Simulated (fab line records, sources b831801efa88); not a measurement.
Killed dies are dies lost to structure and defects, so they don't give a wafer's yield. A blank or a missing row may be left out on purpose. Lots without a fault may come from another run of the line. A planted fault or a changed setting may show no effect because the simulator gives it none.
fab line records | flow sky130
record lots=15 wafers=45 last_day=50
route steps=708 shown SD_P@328 SD_N@344 LI_CONTACT@363
lots that met no fault: from a run of the same line without faults
start_h: hours from the record's first day to the start of the lot's first wafer shown | wait_h: hours since the lot's step before | " the same as in the row above | L1.1+2: a row that stands for several wafers | - no value, or no start given | * or withheld: withheld | < > ~ a bound
route shown NAME@n: a module of which the file shows steps, and the number in the route of the first | usual: mean/standard deviation of fault-free wafers | same: alike in all rows | chamber/n: place in a boat | sites: the reading at each site | _std_site: their standard deviation | _edge_site: outer sites' mean less inner sites' | radius_mm: how far each site lies from the wafer's centre | mask NAME#n: copy n | behind: the tool/chamber that last shaped the wafer | hold: why the lot was held/for how many hours/how that ended | device: the transistor (n, p or np) that didn't switch | end of line: the same wafers' tests at the end of the route | a step without rows: its recipe alone | killed: dies lost to structure and defects at the first sort, not the wafer's yield | map: a wafer's dies, x killed, . not, _ none there
set.NAME: the setting as run; set.NAME@STEP: as run at that earlier step | model.NAME: the simulator's own value behind a step, which no gauge read
steps of the route over a sample of lots; a table a step, a row a wafer
services: from which hour (start_h, from the record's first day; less than 0 if before it) a tool's chamber was out of use, for how many hours, and why
## steps
# step SKY_SD_P_OVL_MEAS_08
# usual SD_P_OVL=0.8/1.5
# columns lot.wafer tool chamber start_h wait_h SD_P_OVL[nm]
L690.1 overlay-02 - 592.39 0.1 1.5
L690.3 " - " " 1.1
L690.5 " - " " 1.9
L691.1 overlay-01 - 594.49 0.1 0.4
L691.2 " - " " -0.1
L691.5 " - " " 0.8
L697.1 overlay-01 - 667.78 0.1 1.7
L697.5 " - " " -0.4
L697.6 " - " " 0.5
L699.1 overlay-01 - 669.70 0.1 0.0
L699.2 " - " " 0.5
L699.3 " - " " 0.3
L700.3 overlay-01 - 672.75 0.1 0.2
L700.4 " - " " 1.5
L700.6 " - " " -0.1
L702.2 overlay-01 - 687.50 0.1 2.5
L702.5 " - " " 1.5
L702.6 " - " " 1.4
L704.2 overlay-01 - 704.09 0.1 1.0
L704.4 " - " " -0.2
L704.5 " - " " -0.7
L706.2 overlay-02 - 715.54 0.1 2.5
L706.5 " - " " 1.6
L706.6 " - " " 2.0
L707.3 overlay-01 - 722.60 0.1 -2.8
L707.4 " - " " -1.3
L707.6 " - " " -0.8
L708.1 overlay-01 - 739.83 0.1 1.9
L708.2 " - " " 2.9
L708.4 " - " " 2.2
L709.2 overlay-02 - 742.24 0.1 0.6
L709.3 " - " " 0.2
L709.4 " - " " -0.9
L710.2 overlay-01 - 747.15 0.1 0.9
L710.3 " - " " -0.3
L710.5 " - " " 0.6
L711.1 overlay-01 - 754.83 0.1 -0.3
L711.2 " - " " -2.4
L711.6 " - " " -1.6
L712.2 overlay-02 - 762.24 0.1 2.9
L712.5 " - " " 3.5
L712.6 " - " " 3.9
L713.1 overlay-02 - 769.25 0.1 2.5
L713.4 " - " " 2.9
L713.5 " - " " 2.6
# step SKY_SD_P_STRIP_10
# recipe chemistry=O2/N2 power_w=1400 pressure_mtorr=1500 platen_temp_c=withheld o2_flow_sccm=3000 n2_flow_sccm=300 overash_fraction=0.5
# usual chamber_pressure_mTorr=1500.0/1.3 drypump_motor_current_A=6.0/0.6 oes_product_au=0.618/0.0049 strip_time_to_endpoint_s=17.43/0.034
# columns lot.wafer tool chamber start_h wait_h chamber_pressure_mTorr drypump_motor_current_A oes_product_au rf_hours_counter_h strip_time_to_endpoint_s
L690.1 plasma_asher-03 1 592.58 0.1 1498.1 6.2 0.617 89 17.48
L690.3 " 0 " " 1500.6 6.6 0.613 - 17.48
L690.5 " 0 " " 1499.4 6.6 0.621 - 17.46
L691.1 plasma_asher-03 1 594.67 0.1 1499.7 6.3 0.614 89 17.41
L691.2 " 0 " " 1500.3 6.6 0.619 89 17.41
L691.5 " 0 " " 1499.7 6.6 0.627 - 17.44
L697.1 plasma_asher-03 0 667.97 0.1 1500.5 6.6 0.620 97 17.42
L697.5 " 1 " " 1499.4 6.3 0.623 - 17.41
L697.6 " 0 " " 1500.9 6.6 0.610 - 17.39
L699.1 plasma_asher-04 1 670.07 0.1 1497.8 5.4 0.613 55 17.44
L699.2 " 0 " " 1498.9 5.5 0.614 55 17.42
L699.3 " 1 " " 1501.5 5.4 0.624 - 17.42
L700.3 plasma_asher-03 1 672.96 0.1 1501.5 6.3 0.621 - 17.47
L700.4 " 0 " " 1499.3 6.6 0.616 - 17.45
L700.6 " 1 " " 1498.7 6.3 0.623 - 17.42
L702.2 plasma_asher-01 0 687.68 0.1 1500.1 5.0 0.617 25 17.46
L702.5 " 0 " " 1500.8 5.0 0.617 - 17.42
L702.6 " 1 " " 1498.6 6.5 0.611 - 17.41
L704.2 plasma_asher-01 1 704.27 0.1 1502.0 6.4 0.617 26 17.41
L704.4 " 0 " " 1500.1 5.0 0.621 - 17.42
L704.5 " 0 " " 1499.9 5.0 0.621 - 17.38
L706.2 plasma_asher-03 0 715.72 0.1 1499.9 6.6 0.627 102 17.44
L706.5 " 0 " " 1500.0 6.6 0.623 - 17.47
L706.6 " 1 " " 1499.6 6.3 0.617 - 17.49
L707.3 plasma_asher-03 1 722.81 0.1 1499.6 6.3 0.613 - 17.44
L707.4 " 0 " " 1499.7 6.6 0.613 - 17.48
L707.6 " 0 " " 1500.3 6.5 0.622 - 17.45
L708.1 plasma_asher-01 1 740.02 0.1 1499.6 6.5 0.618 30 17.37
L708.2 " 0 " " 1501.9 5.0 0.615 30 17.42
L708.4 " 1 " " 1500.6 6.4 0.620 - 17.37
L709.2 plasma_asher-01 0 742.42 0.1 1497.9 5.0 0.623 30 17.42
L709.3 " 0 " " 1501.6 5.0 0.617 - 17.42
L709.4 " 1 " " 1501.6 6.5 0.624 - 17.41
L710.2 plasma_asher-04 0 747.33 0.1 1499.1 5.5 0.617 63 17.45
L710.3 " 0 " " 1500.7 5.5 0.609 - 17.42
L710.5 " 0 " " 1501.4 5.5 0.614 - 17.43
L711.1 plasma_asher-03 0 755.02 0.1 1500.7 6.6 0.620 1 17.38
L711.2 " 1 " " 1496.6 6.3 0.622 1 17.43
L711.6 " 1 " " 1501.4 6.3 0.620 - 17.39
L712.2 plasma_asher-04 0 763.61 0.1 1498.9 5.5 0.613 65 17.44
L712.5 " 1 " " 1499.8 5.4 0.613 - 17.42
L712.6 " 0 " " 1498.7 5.5 0.616 - 17.42
L713.1 plasma_asher-03 0 769.44 0.1 1500.8 6.5 0.621 3 17.52
L713.4 " 0 " " 1501.1 6.6 0.614 - 17.49
L713.5 " 1 " " 1500.0 6.3 0.618 - 17.47
# step SKY_SD_N_COAT_02
# recipe resist=NOVOLAK spin_rpm=3000 resist_thk_nm=1140
# usual exhaust_pa=44.9/0.81
# columns lot.wafer tool chamber start_h wait_h exhaust_pa
L690.1 litho_track-04 0 634.42 0.1 44.8
L690.3 " 0 " " 43.9
L690.5 " 0 " " 45.1
L691.1 litho_track-03 0 636.87 0.1 44.9
L691.2 " 0 " " 46.2
L691.5 " 0 " " 44.4
L697.1 litho_track-04 0 708.47 0.1 44.8
L697.5 " 0 " " 44.9
L697.6 " 0 " " 44.9
L699.1 litho_track-04 0 710.92 0.1 44.5
L699.2 " 0 " " 45.4
L699.3 " 0 " " 44.7
L700.3 litho_track-04 0 714.87 0.1 43.6
L700.4 " 0 " " 44.3
L700.6 " 0 " " 43.7
L702.2 litho_track-03 0 729.10 0.1 45.0
L702.5 " 0 " " 43.9
L702.6 " 0 " " 45.3
L704.2 litho_track-02 0 745.94 0.1 45.3
L704.4 " 0 " " 44.8
L704.5 " 0 " " 45.1
L706.2 litho_track-03 0 756.60 0.1 44.9
L706.5 " 0 " " 45.4
L706.6 " 0 " " 44.5
L707.3 litho_track-02 0 763.11 0.1 46.0
L707.4 " 0 " " 46.4
L707.6 " 0 " " 45.0
L708.1 litho_track-02 0 780.16 0.1 43.5
L708.2 " 0 " " 43.7
L708.4 " 0 " " 44.9
L709.2 litho_track-02 0 781.69 0.1 45.3
L709.3 " 0 " " 44.9
L709.4 " 0 " " 44.7
L710.2 litho_track-03 0 786.00 0.1 43.9
L710.3 " 0 " " 43.8
L710.5 " 0 " " 44.7
L711.1 litho_track-02 0 794.31 0.1 43.5
L711.2 " 0 " " 44.7
L711.6 " 0 " " 44.3
L712.2 litho_track-04 0 802.64 0.1 45.0
L712.5 " 0 " " 45.7
L712.6 " 0 " " 45.7
L713.1 litho_track-03 0 809.12 0.1 44.8
L713.4 " 0 " " 44.8
L713.5 " 0 " " 44.5
# step SKY_SD_N_CD_MEAS_07
# recipe target_cd_nm=380
# usual cd_nm=380.4/2.5
# columns lot.wafer tool chamber start_h wait_h cd_nm
L690.1 cd_sem-01 - 648.96 0.1 383.2
L690.3 " - " " 381.3
L690.5 " - " " 382.0
L691.1 cd_sem-02 - 650.82 0.1 381.6
L691.2 " - " " 379.9
L691.5 " - " " 379.8
L697.1 cd_sem-01 - 722.77 0.1 462.6
L697.5 " - " " 461.1
L697.6 " - " " 463.0
L699.1 cd_sem-02 - 725.47 0.1 455.5
L699.2 " - " " 453.8
L699.3 " - " " 455.4
L700.3 cd_sem-02 - 728.60 0.1 457.9
L700.4 " - " " 460.3
L700.6 " - " " 457.1
L702.2 cd_sem-02 - 742.74 0.1 378.4
L702.5 " - " " 376.7
L702.6 " - " " 379.0
L704.2 cd_sem-02 - 759.08 0.1 380.5
L704.4 " - " " 382.0
L704.5 " - " " 380.0
L706.2 cd_sem-02 - 769.99 0.1 386.2
L706.5 " - " " 388.2
L706.6 " - " " 386.6
L707.3 cd_sem-02 - 776.01 0.1 378.4
L707.4 " - " " 382.6
L707.6 " - " " 381.5
L708.1 cd_sem-02 - 792.67 0.1 381.0
L708.2 " - " " 381.2
L708.4 " - " " 382.0
L709.2 cd_sem-02 - 794.94 0.1 378.2
L709.3 " - " " 376.3
L709.4 " - " " 377.6
L710.2 cd_sem-02 - 798.18 0.1 381.7
L710.3 " - " " 378.0
L710.5 " - " " 379.7
L711.1 cd_sem-02 - 808.06 0.1 376.5
L711.2 " - " " 379.0
L711.6 " - " " 376.5
L712.2 cd_sem-01 - 815.54 0.1 380.0
L712.5 " - " " 379.9
L712.6 " - " " 380.7
L713.1 cd_sem-01 - 822.02 0.1 382.8
L713.4 " - " " 379.2
L713.5 " - " " 381.4
# step SKY_SD_N_STRIP_11
# recipe chemistry=O2/N2 power_w=1400 pressure_mtorr=1500 platen_temp_c=withheld o2_flow_sccm=3000 n2_flow_sccm=300 overash_fraction=0.5
# usual chamber_pressure_mTorr=1500.0/1.3 drypump_motor_current_A=6.1/0.4 oes_product_au=0.528/0.004 strip_time_to_endpoint_s=22.54/0.044
# columns lot.wafer tool chamber start_h wait_h chamber_pressure_mTorr drypump_motor_current_A oes_product_au rf_hours_counter_h strip_time_to_endpoint_s
L690.1 plasma_asher-03 1 649.57 0.2 1500.9 6.3 0.524 95 22.52
L690.3 " 0 " " 1502.1 6.6 0.525 - 22.53
L690.5 " 0 " " 1499.1 6.6 0.522 - 22.54
L691.1 plasma_asher-02 1 651.57 0.2 1500.3 6.0 0.533 80 22.59
L691.2 " 0 " " 1500.0 6.2 0.534 80 22.63
L691.5 " 1 " " 1500.3 6.0 0.532 - 22.60
L697.1 plasma_asher-02 0 723.22 0.1 1502.5 6.2 0.450 87 15.89
L697.5 " 0 " " 1498.5 6.2 0.439 - 15.90
L697.6 " 1 " " 1499.8 6.0 0.447 - 15.88
L699.1 plasma_asher-04 0 725.92 0.1 1499.4 5.5 0.443 61 15.83
L699.2 " 1 " " 1501.5 5.4 0.450 61 15.85
L699.3 " 1 " " 1501.2 5.4 0.451 - 15.82
L700.3 plasma_asher-04 1 729.05 0.1 1499.1 5.4 0.440 - 15.87
L700.4 " 0 " " 1499.9 5.5 0.440 - 15.84
L700.6 " 0 " " 1501.4 5.5 0.438 - 15.86
L702.2 plasma_asher-02 0 743.17 0.1 1500.3 6.2 0.530 89 22.58
L702.5 " 1 " " 1497.0 6.0 0.523 - 22.62
L702.6 " 0 " " 1501.5 6.2 0.526 - 22.62
L704.2 plasma_asher-03 0 759.52 0.1 1500.9 6.6 0.527 1 22.60
L704.4 " 1 " " 1499.9 6.3 0.528 - 22.60
L704.5 " 1 " " 1500.4 6.3 0.521 - 22.63
L706.2 plasma_asher-03 0 770.43 0.1 1497.4 6.6 0.535 3 22.58
L706.5 " 0 " " 1498.1 6.6 0.524 - 22.52
L706.6 " 1 " " 1498.9 6.3 0.528 - 22.53
L707.3 plasma_asher-03 1 776.46 0.1 1501.4 6.3 0.526 - 22.53
L707.4 " 0 " " 1501.0 6.5 0.533 - 22.48
L707.6 " 1 " " 1499.3 6.3 0.524 - 22.51
L708.1 plasma_asher-03 0 793.12 0.1 1497.7 6.6 0.532 5 22.54
L708.2 " 1 " " 1501.3 6.3 0.527 5 22.57
L708.4 " 1 " " 1502.2 6.3 0.522 - 22.49
L709.2 plasma_asher-04 1 795.38 0.1 1500.0 5.4 0.523 68 22.58
L709.3 " 1 " " 1497.9 5.4 0.525 - 22.58
L709.4 " 0 " " 1502.5 5.5 0.529 - 22.57
L710.2 plasma_asher-02 0 798.62 0.1 1498.9 6.2 0.526 95 22.56
L710.3 " 0 " " 1497.5 6.2 0.527 - 22.61
L710.5 " 0 " " 1499.5 6.2 0.536 - 22.52
L711.1 plasma_asher-03 1 808.52 0.1 1498.7 6.3 0.529 7 22.50
L711.2 " 0 " " 1502.1 6.6 0.533 7 22.49
L711.6 " 1 " " 1499.8 6.3 0.526 - 22.51
L712.2 plasma_asher-03 1 815.98 0.1 1500.2 6.3 0.521 7 22.44
L712.5 " 1 " " 1501.3 6.3 0.530 - 22.45
L712.6 " 0 " " 1499.5 6.6 0.525 - 22.47
L713.1 plasma_asher-02 0 822.47 0.1 1501.6 6.2 0.523 97 22.55
L713.4 " 0 " " 1499.6 6.2 0.521 - 22.58
L713.5 " 1 " " 1502.1 6.0 0.525 - 22.59
# step SKY_LI_CONTACT_THK_MEAS_01
# recipe reads=PSG_of_LI_CONTACT_HDPCVD_00
# usual LI_CONTACT_HDPCVD_THK=934/11
# columns lot.wafer tool chamber start_h wait_h LI_CONTACT_HDPCVD_THK[nm]
L690.1 film_metro-04 - 650.43 0.1 950
L690.3 " - " " 942
L690.5 " - " " 945
L691.1 film_metro-04 - 652.44 0.1 935
L691.2 " - " " 944
L691.5 " - " " 930
L697.1 film_metro-04 - 724.14 0.1 945
L697.5 " - " " 942
L697.6 " - " " 936
L699.1 film_metro-04 - 726.79 0.1 921
L699.2 " - " " 933
L699.3 " - " " 925
L700.3 film_metro-01 - 729.90 0.1 941
L700.4 " - " " 929
L700.6 " - " " 935
L702.2 film_metro-01 - 744.05 0.1 941
L702.5 " - " " 933
L702.6 " - " " 935
L704.2 film_metro-04 - 760.39 0.1 939
L704.4 " - " " 936
L704.5 " - " " 929
L706.2 film_metro-02 - 771.31 0.1 944
L706.5 " - " " 936
L706.6 " - " " 949
L707.3 film_metro-01 - 777.37 0.1 926
L707.4 " - " " 922
L707.6 " - " " 925
L708.1 film_metro-02 - 793.99 0.1 927
L708.2 " - " " 915
L708.4 " - " " 926
L709.2 film_metro-01 - 796.25 0.1 938
L709.3 " - " " 938
L709.4 " - " " 934
L710.2 film_metro-01 - 799.49 0.1 924
L710.3 " - " " 915
L710.5 " - " " 904
L711.1 film_metro-01 - 809.38 0.1 918
L711.2 " - " " 928
L711.6 " - " " 932
L712.2 film_metro-04 - 816.85 0.1 912
L712.5 " - " " 920
L712.6 " - " " 925
L713.1 film_metro-04 - 823.34 0.1 943
L713.4 " - " " 950
L713.5 " - " " 943
## services
# columns tool chamber start_h hours kind
plasma_asher-01 - 594.41 9.1 repair
plasma_asher-04 - 643.00 0.3 repair
plasma_asher-03 - 733.75 9.0 pm
plasma_asher-03 0 733.75 9.0 vent_cycle
plasma_asher-03 1 733.75 9.0 vent_cycle
plasma_asher-03 0 742.75 - clean
plasma_asher-03 1 742.75 - clean
plasma_asher-01 - 760.83 9.1 repair
plasma_asher-01 - 779.11 2.8 pm
## key
first_sign step=SKY_SD_N_CD_MEAS_07 reading=cd_nm direction=up sigmas=32 usual=380.4 struck=458.5
effect step=SKY_SD_N_STRIP_11 reading=strip_time_to_endpoint_s direction=down sigmas=99+ usual=* struck=*
met_at SKY_SD_N_COAT_02
struck_lots L697,L699,L700
sort_left_out L697.1,L697.5,L697.6,L699.1,L699.2,L699.3,L700.3,L700.4,L700.6
tester_left_out L697,L699,L700
not_acting_at SKY_SD_P_OVL_MEAS_08,SKY_SD_P_STRIP_10,SKY_LI_CONTACT_THK_MEAS_01
onset_between 634.42 708.47
fault kind=process_parameter_drift tool=litho_track-04 chamber=- onset_h=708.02 steps=SKY_SD_N_COAT_02 channel=resist_thk_nm offset=-585.73 shape=step end_h=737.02 acts_in=these_recipes_only stated=1140
# tester_left_out: of these lots the tester's yield and bins aren't shown, on N5 and GAA mostly nor the transistor test; their killed dies are dies lost to structure and defects alone, not to doping, threshold or leakage, so they don't give the yield
# sort_left_out: the simulated sort isn't trusted on such a fault, so these wafers' sort isn't shown, and their yield isn't known
